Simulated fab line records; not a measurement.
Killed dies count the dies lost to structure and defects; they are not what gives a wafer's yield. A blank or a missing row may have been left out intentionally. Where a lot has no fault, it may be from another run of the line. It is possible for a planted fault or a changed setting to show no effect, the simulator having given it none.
A struck lot beside a sound one	flow gf180mcu	15 steps out of a route of 602
Sound: these wafers, L169.1, L169.3, L169.6. Struck: wafer L177.1 (left out: L177.3, L177.5 of the same lot, which were not struck); the cause appears at the end.
Per side, at each step with rows, come the tool, then ch with its chambers, and then its first start. Under that, the readings that differ: sound wafers	struck wafers	difference of the means	sigmas: that difference in standard deviations of wafers without a fault.
alike: readings with means less than 2 such deviations apart, plus words and numbers identical on both sides. not compared: withheld readings, readings lacking a value on some wafer, bounds such as >300 that could conceal the same value, and numbers that have no deviation in the record and whose values overlap.
Wherever a step has rows on one side only, a row that says differs or no value, or a row with sigmas, the two part there. Numbers that have no deviation but don't overlap get no sigmas and don't part them. A reading missing from all wafers of one side parts the sides only when that side holds two or more wafers.

GF_V1_BOW_MEAS_05:
  sound on film metro-02, day 18 10:23; struck on film metro-02, day 21 07:34
  alike: V1_BOW
then, 8 steps without rows for these wafers: GF_V1_DEHYDRATE_06 (time 60 s); GF_V1_HMDS_07 (prime time 60 s); GF_V1_COAT_08; GF_V1_COAT_09 (resist thk 1000 nm); GF_V1_SOFTBAKE_10 (time 60 s); GF_V1_EXPOSE_11 (exposes mask Via1, target cd 260 nm); GF_V1_PEB_12 (peb time 90 s); GF_V1_DEVELOP_13 (develop time 60 s).
GF_V1_CD_MEAS_14: target cd 260 nm.
  sound on cd sem-01, day 19 10:35; struck on cd sem-01, day 22 07:13
  alike: cd nm
GF_V1_OVL_MEAS_15:
  sound on overlay-01, day 19 10:43; struck on overlay-02, day 22 07:20
reading	sound	struck	difference	sigmas
V1_OVL (nm)	-12 -13 -8	5	+16	+3
GF_V1_ETCH_16: etches BARC in N2/H2.
  sound on rie diel-04 ch 0,1,3, day 19 10:45; struck on rie diel-03 ch 2, day 22 07:22
reading	sound	struck	difference	sigmas
drypump motor current A (A)	5.2 5.8 5.5	6.5	+1.0	+2
throttle valve pct (%)	13.217 13.225 13.212	13.235	+0.017	+2
  alike: bias w, oes product au
GF_V1_ETCH_17: etches SiO2 in C4F8/O2/Ar, stops on TiN, target depth 630 nm.
  sound on rie diel-04 ch 0,1,3, day 19 10:00; struck on rie diel-03 ch 2, day 22 07:00
reading	sound	struck	difference	sigmas
bias w (W)	1204 1194 1203	1280	+80	+22
oes product au (a.u.)	0.852 0.848 0.851	0.861	+0.011	+2
model.TiN_of_M1_SPUTTER_04.thk nm (nm)	49.09 48.51 48.15	49.94	+1.36	
GF_V1_STRIP_18: strips in O2/N2.
  sound on plasma asher-03 ch 0,1, day 19 10:53; struck on plasma asher-02 ch 0, day 22 07:29
reading	sound	struck	difference	sigmas
heater power w (W)	351 331 331	398	+60	+2
  alike: drypump motor current A, oes product au
  not compared: rf hours counter h
GF_PASSIVATION_PROBE_99:
  the record has rows for the sound wafers here (prober-02, day 30 01:44) and none for the struck ones

## WHERE THEY PART
Last at GF_PASSIVATION_PROBE_99 as far as this record goes, first at GF_V1_OVL_MEAS_15.

WHY: whatever the simulator had introduced
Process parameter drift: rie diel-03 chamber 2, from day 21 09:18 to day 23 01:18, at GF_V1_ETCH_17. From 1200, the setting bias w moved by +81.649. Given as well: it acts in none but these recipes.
